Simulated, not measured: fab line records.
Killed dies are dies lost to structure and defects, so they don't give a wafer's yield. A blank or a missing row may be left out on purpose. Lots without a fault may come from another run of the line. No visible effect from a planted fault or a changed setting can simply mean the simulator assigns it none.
Struck lot and sound lot, side by side | flow sky130 | 25 out of 708 route steps
Sound: wafers L273.1, L273.5, L273.6. Wafers L265.2, L265.3, L265.6 were the ones struck. Last of all comes the cause.
At each step with rows: each side's tool, then ch and its chambers, then its first start. Under that, the readings that differ: sound wafers | struck wafers | difference of the means | sigmas: that difference in standard deviations of wafers without a fault.
alike: same words and numbers on both sides, and readings whose means sit less than 2 such deviations apart. not compared: any withheld reading, any reading some wafer has no value for, any bound like >300 that may hide the same value, and any number with overlapping values for which the record gives no deviation.
Wherever a step has rows on one side only, a row that says differs or no value, or a row with sigmas, the two part there. Non-overlapping numbers with no deviation appear without sigmas and do not part them. A reading that every wafer of one side lacks parts them only if that side has two wafers or more.

first, 9 steps without rows for these wafers: SKY_SD_P_IMPLANT_09; SKY_SD_P_STRIP_10 (strips in O2/N2); SKY_RES_XHIGH_DEHYDRATE_00 (time 60 s); SKY_RES_XHIGH_HMDS_01 (prime time 60 s); SKY_RES_XHIGH_COAT_02 (resist thk 1140 nm); SKY_RES_XHIGH_SOFTBAKE_03 (time 60 s); SKY_RES_XHIGH_EXPOSE_04 (exposes mask URPM, target cd 1270 nm); SKY_RES_XHIGH_PEB_05; SKY_RES_XHIGH_DEVELOP_06 (develop time 60 s).
SKY_RES_XHIGH_IMPLANT_07:
  sound on implanter-03 ch 0, day 33 18:07; struck on implanter-02 ch 0, day 31 11:47
  reading       | sound                       | struck                        | difference | sigmas
  dose_ions_cm2 | 3.602e+14 3.596e+14 3.6e+14 | 3.904e+14 3.899e+14 3.908e+14 | +3.043e+13 | +85
then, 1 step without rows for these wafers: SKY_RES_XHIGH_STRIP_08 (strips in O2/N2).
SKY_RES_XHIGH_TW_MEAS_09:
  sound on film_metro-01 at day 33 18:22; struck on film_metro-01 at day 31 12:01
  reading      | sound          | struck         | difference | sigmas
  RES_XHIGH_TW | 1652 1652 1651 | 1676 1674 1677 | +24        | +3
  not compared: hold
then, 11 steps without rows for these wafers: SKY_SD_N_HMDS_01 (prime time 60 s); SKY_SD_N_COAT_02 (resist thk 1140 nm); SKY_SD_N_SOFTBAKE_03 (time 60 s); SKY_SD_N_EXPOSE_04 (exposes mask NSDM, target cd 380 nm); SKY_SD_N_PEB_05; SKY_SD_N_DEVELOP_06 (develop time 60 s); SKY_SD_N_IMPLANT_09; SKY_SD_N_IMPLANT_10; SKY_SD_N_STRIP_11 (strips in O2/N2); SKY_SD_N_CLEAN_13 (cleans in SC1/SC2, time 150 s); SKY_SD_N_RTA_14 (time 2 s).
SKY_SD_N_RS_MEAS_18: a four-point-probe measurement.
  sound on film_metro-03 at day 34 21:43; struck on film_metro-04 at day 32 16:39
  reading               | sound             | struck            | difference | sigmas
  RES_XHIGH_RS (ohm/sq) | 330.5 331.1 330.9 | 310.8 311.6 311.9 | -19.4      | -16
  not compared: hold
-- record jumps: 17 days separate the struck wafers' starts on either side; left off in module SD_N, taken up again in module PAD_OPEN, whose first shown step is the route's number 708 --
SKY_PAD_OPEN_PROBE_99:
  sound on prober-01 at day 50 15:34; struck on prober-01 at day 49 07:55
  reading                              | sound          | struck         | difference | sigmas
  model.etest.res_xhigh_po.line_ohm_um | 5401 5301 5303 | 5281 4965 4974 | -262       |
  model.etest.res_xhigh_po.rs_ohm_sq   | 1917 1900 1864 | 1832 1793 1763 | -98        |
  alike: killed_at_M0_to_M3, killed_at_M4_up, killed_at_contacts, killed_at_front_end, killed_at_other, killed_dies, killed_open, killed_short

== WHERE THEY PART ==
At SKY_RES_XHIGH_IMPLANT_07 first; at SKY_SD_N_RS_MEAS_18 last (within this record only). Later steps at which nothing parts them and some readings are alike: SKY_PAD_OPEN_PROBE_99.

WHY: whatever the simulator had introduced
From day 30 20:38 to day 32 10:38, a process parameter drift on implanter-02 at SKY_RES_XHIGH_IMPLANT_07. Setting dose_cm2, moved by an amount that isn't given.
